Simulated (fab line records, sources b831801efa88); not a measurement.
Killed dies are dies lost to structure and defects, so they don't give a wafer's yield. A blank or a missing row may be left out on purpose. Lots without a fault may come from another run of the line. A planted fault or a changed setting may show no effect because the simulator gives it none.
A struck lot beside a sound one | flow sky130 | 18 steps out of a route of 708
Sound: wafers L376.2, L376.3, L376.4. Struck: wafer L383.6. (L383.4 of the same lot was not struck and is left out.) The cause comes at the end.
At each step with rows: each side's tool, then ch and its chambers, then its first start. Under that, the readings that differ: sound wafers | struck wafers | difference of the means | sigmas: that difference in standard deviations of wafers without a fault.
alike: readings whose means differ by less than 2 such deviations, and words and numbers that are the same on both sides. not compared: withheld readings, readings that some wafer has no value for, bounds like >300 that may hide the same value, and numbers for which the record gives no deviation and whose values overlap.
The two part at a step that has a row with sigmas, a row that says differs or no value, or rows on one side only. Numbers that don't overlap but have no deviation are shown without sigmas and don't part them. A reading that every wafer of one side lacks parts them only if that side has two wafers or more.

first, 2 steps without rows for these wafers: SKY_CONTACT_PEB_12; SKY_CONTACT_DEVELOP_13 (develop time 60 s).
SKY_CONTACT_CD_MEAS_14: target cd 170 nm.
  sound on cd_sem-01, day 34 21:27; struck on cd_sem-01, day 37 05:05
  alike: cd_nm
SKY_CONTACT_OVL_MEAS_15:
  sound on overlay-01, day 34 21:34; struck on overlay-02, day 37 05:10
  alike: CONTACT_OVL
SKY_CONTACT_ETCH_16: etches BARC in N2/H2, stops on SiO2, time 45.9 s, target depth 60 nm.
  sound on rie_diel-01 ch 0,1,3, day 34 21:35; struck on rie_diel-01 ch 0, day 37 05:11
  alike: bias_w, chamber_pressure_mTorr, drypump_motor_current_A, oes_product_au, throttle_valve_pct
  not compared: rf_hours_counter_h
SKY_CONTACT_ETCH_17: etches SiO2 in C4F8/O2/Ar, stops on Si3N4, target depth 340 nm.
  sound on rie_diel-01 ch 0,1,3, day 34 21:38; struck on rie_diel-01 ch 0, day 37 05:14
  alike: bias_w, chamber_pressure_mTorr, oes_product_au
SKY_CONTACT_ETCH_18: etches Si3N4 in CHF3/O2, stops on TiN, time 39 s, target depth 75 nm.
  sound on rie_diel-01 ch 0,1,3; struck on rie_diel-01 ch 0
  alike: bias_w, chamber_pressure_mTorr, drypump_motor_current_A, oes_product_au, throttle_valve_pct
  not compared: rf_hours_counter_h
SKY_CONTACT_STRIP_19: strips in O2/N2.
  sound on plasma_asher-01 ch 0,1, day 34 21:43; struck on plasma_asher-04 ch 1, day 37 05:21
  alike: chamber_pressure_mTorr, drypump_motor_current_A, oes_product_au, strip_time_to_endpoint_s
  not compared: rf_hours_counter_h
then, 4 steps without rows for these wafers: SKY_CONTACT_STRIP_20 (strips in post etch residue remover, time 1200 s); SKY_CONTACT_CLEAN_21 (cleans in IPA, time 180 s); SKY_CONTACT_CLEAN_22 (cleans in O3/DIW); SKY_CONTACT_SPUTTER_23 (material TiN, target thk 20 nm, time 80 s).
SKY_CONTACT_CVD_24: deposits W, target thk 340 nm, time 102.12 s.
  sound on cvd_w-02 ch 0,1, day 34 22:23; struck on cvd_w-01 ch 0, day 37 06:01
  reading                               | sound             | struck | difference | sigmas
  model.W_of_CONTACT_CVD_24.thk_nm (nm) | 340.7 338.7 340.5 | 289.4  | -50.6      |
  alike: heater_power_w
SKY_CONTACT_RS_MEAS_25: measures by four-point-probe.
  sound on film_metro-02, day 34 22:31; struck on film_metro-01, day 37 06:09
  reading               | sound             | struck | difference | sigmas
  CONTACT_W_RS (ohm/sq) | 0.338 0.339 0.337 | 0.397  | +0.059     | +9
SKY_CONTACT_THK_MEAS_26: measures by xrf.
  sound on film_metro-02, day 34 22:37; struck on film_metro-01, day 37 06:14
  reading            | sound       | struck | difference | sigmas
  CONTACT_W_THK (nm) | 350 347 348 | 293    | -55        | -7
SKY_CONTACT_CMP_27: polishes, stops on SiO2, t overpolish 15 s, target thk 0 nm.
  sound on cmp-02 ch 1,2,3, day 34 22:40; struck on cmp-02 ch 0, day 37 06:25
  reading                | sound             | struck | difference | sigmas
  slurry_flow_ml_min     | 149.2 150.2 148.9 | 150.4  | +1.0       | +2
  time_to_endpoint_s (s) | 84 85 80          | 72     | -11        | -3
  alike: motor_current_A
SKY_METAL1_SPUTTER_00: material Ti, target thk 15 nm, time 10 s.
  sound on pvd_sputter-04, day 34 22:58; struck on pvd_sputter-03, day 37 06:34
  alike: chamber_pressure_pa, throttle_valve_pct
then, 1 step without rows for these wafers: SKY_PAD_OPEN_PROBE_99.

WHERE THEY PART
First at SKY_CONTACT_RS_MEAS_25; last, within this record, at SKY_CONTACT_CMP_27. Later steps at which nothing parts them and some readings are alike: SKY_METAL1_SPUTTER_00.

WHY: what the simulator had put in
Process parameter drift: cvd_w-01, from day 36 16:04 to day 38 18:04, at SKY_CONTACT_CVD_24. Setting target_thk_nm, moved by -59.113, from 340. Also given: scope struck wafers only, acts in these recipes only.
